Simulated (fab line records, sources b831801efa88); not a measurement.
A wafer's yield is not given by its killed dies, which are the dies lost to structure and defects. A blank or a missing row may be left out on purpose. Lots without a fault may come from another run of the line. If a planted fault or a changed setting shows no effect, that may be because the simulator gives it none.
Which tool was responsible?    flow gf180mcu    11 lots with 33 wafers sampled at 5 steps, on a route of 602 steps

WHAT THE GAUGES READ, wafer by wafer
GF_M2_RS_MEAS_05: measures by four-point-probe.
lot   measured      on            M2_ALCU_RS (ohm/sq)
L685  day 18 08:49  filmMetro-04  0.0698 0.0700 0.0698
L686  day 18 20:29  filmMetro-02  0.0696 0.0699 0.0700
L688  day 19 16:16  filmMetro-04  0.0718 0.0715 0.0709
L690  day 20 00:56  filmMetro-02  0.0683 0.0698 0.0700
L691  day 20 12:46  filmMetro-02  0.0687 0.0697 0.0687
L692  day 20 18:17  filmMetro-02  0.0694 0.0691 0.0699
L693  day 21 08:49  filmMetro-02  0.0702 0.0710 0.0716
L694  day 21 12:19  filmMetro-04  0.0691 0.0696 0.0694
L695  day 21 21:04  filmMetro-04  0.0704 0.0709 0.0700
L704  day 25 00:01  filmMetro-02  0.0710 0.0707 0.0705
L706  day 25 12:29  filmMetro-03  0.0710 0.1113 0.0697 0.0710 0.1114 0.0695

TOOL THAT RAN EACH LOT (tool first, then ch and the chambers of the sampled wafers, then the start)
lot   GF_V1_STRIP_18                       GF_V1_SPUTTER_21             GF_M2_SPUTTER_00             GF_M2_SPUTTER_02
L685  plasmaAsher-02 ch 0,1, day 18 07:22  pvdSputter-04, day 18 07:54  pvdSputter-01, day 18 08:35  pvdSputter-01, day 18 08:43
L686  plasmaAsher-03 ch 0,1, day 18 18:58  pvdSputter-01, day 18 19:33  pvdSputter-03, day 18 20:15  pvdSputter-03, day 18 20:23
L688  plasmaAsher-03 ch 0,1, day 19 14:49  pvdSputter-01, day 19 15:21  pvdSputter-03, day 19 16:02  pvdSputter-03, day 19 16:10
L690  plasmaAsher-03 ch 0,1, day 19 23:29  pvdSputter-02, day 20 00:01  pvdSputter-04, day 20 00:43  pvdSputter-04, day 20 00:50
L691  plasmaAsher-03 ch 0,1, day 20 11:19  pvdSputter-04, day 20 11:49  pvdSputter-04, day 20 12:30  pvdSputter-04, day 20 12:38
L692  plasmaAsher-02 ch 0,1, day 20 16:50  pvdSputter-01, day 20 17:22  pvdSputter-04, day 20 18:03  pvdSputter-04, day 20 18:11
L693  plasmaAsher-02 ch 0,1, day 21 07:21  pvdSputter-04, day 21 07:51  pvdSputter-03, day 21 08:33  pvdSputter-03, day 21 08:41
L694  plasmaAsher-02 ch 0,1, day 21 10:49  pvdSputter-02, day 21 11:23  pvdSputter-04, day 21 12:04  pvdSputter-04, day 21 12:12
L695  plasmaAsher-02 ch 0,1, day 21 19:29  pvdSputter-01, day 21 20:01  pvdSputter-03, day 21 20:49  pvdSputter-03, day 21 20:57
L704  plasmaAsher-03 ch 0,1, day 24 22:31  pvdSputter-04, day 24 23:02  pvdSputter-01, day 24 23:44  pvdSputter-01, day 24 23:52
L706  plasmaAsher-03 ch 0,1, day 25 11:01  pvdSputter-04, day 25 11:32  pvdSputter-03, day 25 12:13  pvdSputter-03, day 25 12:21
- GF_V1_STRIP_18: strips in O2/N2.
- GF_V1_SPUTTER_21: material Ti, target thk 15 nm, time 80.02 s.
- GF_M2_SPUTTER_00: material Ti, target thk 37.5 nm, time 150 s.
- GF_M2_SPUTTER_02: material AlCu, target thk 450 nm, time 23.9 s.

THE ANSWER, worked out from the rows above alone
Rule: what is usual is taken from the lots themselves. Put in order of their means at a reading, lots are off if they are a third of the lots or fewer, leave a main group of 4 or more, and stand apart from it by a gap of 3 or more times the standard deviation of the main group's means; of several such gaps the widest counts. If all means in a main group match to the digits the tables above print for the reading, that group is not used. Also off: a lot with no number at a reading for which 4 or more lots have one. The other lots that the step has rows for count as sound.
Off: L706, at GF_M2_RS_MEAS_05 (M2_ALCU_RS). The main group: mean 0.0700 ohm/sq, standard deviation 0.00075.
A tool fits if, at a process step before that reading, it ran every lot that is off, and no sound lot after the first of them. Gauges at GF_M2_RS_MEAS_05: tried the same way as those tools. Can't be told from this: 4 tools fit, plasmaAsher-03 at GF_V1_STRIP_18, pvdSputter-04 at GF_V1_SPUTTER_21, pvdSputter-03 at GF_M2_SPUTTER_00 and GF_M2_SPUTTER_02, filmMetro-03 at GF_M2_RS_MEAS_05.

WHAT THE SIMULATOR HAD PUT IN
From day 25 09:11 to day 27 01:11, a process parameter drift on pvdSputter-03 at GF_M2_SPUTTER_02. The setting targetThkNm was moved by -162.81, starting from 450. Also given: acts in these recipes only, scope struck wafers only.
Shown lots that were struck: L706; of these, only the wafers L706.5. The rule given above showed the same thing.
